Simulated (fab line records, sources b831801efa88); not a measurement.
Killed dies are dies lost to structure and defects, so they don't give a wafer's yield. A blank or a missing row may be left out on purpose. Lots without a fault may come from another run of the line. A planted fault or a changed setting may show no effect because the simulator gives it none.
Which tool did it? | flow gf180mcu | 13 lots, 39 wafers sampled, at 3 steps of a route of 602

WHAT THE GAUGES READ, wafer by wafer
GF_V5_OVL_MEAS_15. Usual: V5_OVL -5 nm, standard deviation 4.4.
lot  | measured     | on         | V5_OVL (nm) | flag
L500 | day 27 05:47 | overlay-01 | -1 -12 -7   |
L501 | day 27 17:44 | overlay-01 | -2 -5 -2    |
L502 | day 28 00:38 | overlay-01 | 2 -2 -1     |
L503 | day 28 10:36 | overlay-01 | -5 -2 -4    |
L505 | day 29 00:41 | overlay-01 | -8 -13 -2   |
L506 | day 29 05:59 | overlay-01 | -16 -9 -10  |
L511 | day 31 00:18 | overlay-02 | -6 -6 -11   |
L513 | day 31 05:41 | overlay-01 | -4 3 -3     |
L515 | day 31 19:23 | overlay-02 | -5 -8 -13   |
L516 | day 31 22:36 | overlay-01 | -4 2 -9     |
L517 | day 32 06:21 | overlay-02 | -1 -1 -4    |
L521 | day 33 03:44 | overlay-02 | -9 -14 -11  |
L523 | day 34 01:28 | overlay-02 | -7 -6 -5    |

GF_TOP_METAL_CD_MEAS_14: target cd 440 nm. Usual: cd_nm 439.8 nm, standard deviation 1.6.
lot  | measured     | on        | cd_nm (nm)        | flag
L500 | day 28 03:28 | cd_sem-01 | 437.5 437.6 438.0 |
L501 | day 28 14:35 | cd_sem-02 | 437.7 438.5 438.8 |
L502 | day 28 21:47 | cd_sem-02 | 440.4 442.3 441.2 |
L503 | day 29 07:28 | cd_sem-02 | 437.8 436.9 439.0 |
L505 | day 29 20:55 | cd_sem-02 | 434.4 437.2 437.0 |
L506 | day 30 02:08 | cd_sem-02 | 440.4 440.2 440.5 |
L511 | day 31 19:23 | cd_sem-01 | 438.2 437.7 438.2 |
L513 | day 31 23:55 | cd_sem-02 | 439.9 440.2 441.2 |
L515 | day 32 13:57 | cd_sem-02 | 439.3 442.1 439.1 |
L516 | day 32 17:28 | cd_sem-01 | 441.0 440.8 441.5 |
L517 | day 33 00:02 | cd_sem-02 | 440.4 441.4 441.2 |
L521 | day 33 20:48 | cd_sem-02 | 439.8 438.0 436.4 |
L523 | day 34 18:12 | cd_sem-01 | 441.2 437.0 440.5 |

WHICH TOOL RAN EACH LOT (tool, then ch and the chambers of the sampled wafers, then the start)
lot  | GF_V2_CVD_00
L500 | hdpcvd-02 ch 1,2, day 19 05:19
L501 | hdpcvd-02 ch 0,1,2, day 19 20:23
L502 | hdpcvd-01 ch 0,2, day 20 06:32
L503 | hdpcvd-02 ch 0,1,2, day 20 16:14
L505 | hdpcvd-02 ch 0,2, day 21 12:16
L506 | hdpcvd-01 ch 1,2, day 21 16:38
L511 | hdpcvd-02 ch 0,1,2, day 23 20:29
L513 | hdpcvd-02 ch 0,1,2, day 24 02:03
L515 | hdpcvd-02 ch 0,1,2, day 24 20:48
L516 | hdpcvd-02 ch 0,1,2, day 24 23:32
L517 | hdpcvd-01 ch 0,1,2, day 25 10:37
L521 | hdpcvd-01 ch 0,2, day 26 14:43
L523 | hdpcvd-01 ch 0,2, day 27 04:50
- GF_V2_CVD_00: deposits SiO2, target thk 600 nm, time 100 s.

WHAT THE TOOLS THEMSELVES READ (means of the sampled wafers that have a number; where no wafer has one, the mark that the record gives instead)
The record holds no such reading with a usual standard deviation.

THE ANSWER, worked out from the rows above alone
Rule: a lot is off if the mean of its wafers that have a number lies more than 3 standard deviations from the usual mean. A lot without any number at a reading at which 4 lots or more have one is off too. The other lots that the step has rows for count as sound. The gauges are gone through in route order, then the tools' own readings, and for those a lot's mean is taken as printed above. The first step at which some lot is off is used, and at that step the reading that is off furthest; a lot without a number counts as furthest.
No lot is off at any reading shown: from this, nothing can be told.

WHAT THE SIMULATOR HAD PUT IN
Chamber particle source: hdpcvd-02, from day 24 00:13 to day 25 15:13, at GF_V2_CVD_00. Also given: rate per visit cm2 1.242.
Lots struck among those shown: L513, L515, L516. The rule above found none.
